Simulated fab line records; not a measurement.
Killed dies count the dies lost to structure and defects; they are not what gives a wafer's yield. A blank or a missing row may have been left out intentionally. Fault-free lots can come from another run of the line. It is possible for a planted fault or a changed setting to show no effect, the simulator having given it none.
Chamber matching + flow gf180mcu + GF_V4_CMP_04 on cmp-01: 4 sister chambers
The step polishes SiO2. 4 wafers are shown with their chamber, then 7 later ones without.

== EACH WAFER AND ITS CHAMBER ==
| wafer  | chamber | motorCurrentA (A) |
|--------|---------|-------------------|
| L282.5 | 1       | 12.9              |
| L281.4 | 2       | 10.4              |
| L294.3 | 3       | 11.5              |
| L294.4 | 0       | 10.4              |

== WAFERS WITH NO CHAMBER GIVEN ==
| wafer  | motorCurrentA (A) |
|--------|-------------------|
| L294.6 | 10.7              |
| L295.2 | 11.1              |
| L295.3 | 12.3              |
| L295.5 | 11.0              |
| L297.1 | 12.5              |
| L297.2 | 10.7              |
| L297.4 | 10.8              |

== WHICH CHAMBER EACH WENT THROUGH ==
| wafer  | from the rows above          | in truth |
|--------|------------------------------|----------|
| L294.6 | can't be placed: 0 or 2 or 3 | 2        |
| L295.2 | can't be placed: 3 or 0 or 2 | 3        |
| L295.3 | can't be placed: 1 or 3      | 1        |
| L295.5 | can't be placed: 3 or 0 or 2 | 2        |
| L297.1 | can't be placed: 1 or 3      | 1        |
| L297.2 | can't be placed: 0 or 2 or 3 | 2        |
| L297.4 | can't be placed: 0 or 2 or 3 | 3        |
Placed correctly: 0 of 7. Not placeable from these rows: 7 (in 7, the candidates include the true chamber). Placed wrongly: 0.
How it was worked out, from the rows above alone: a wafer's distance from a chamber is the root of the sum, over the readings, of the square of ((its reading less the chamber's mean) divided by the reading's scatter). The wafer belongs to the nearest chamber; if the next one is less than 2 further off, it can't be placed. For every chamber, the mean is computed from those of its wafers that are shown. The scatter: with one shown wafer a chamber, the root of the mean of the squares of how far each hidden wafer lies from its nearest shown one.
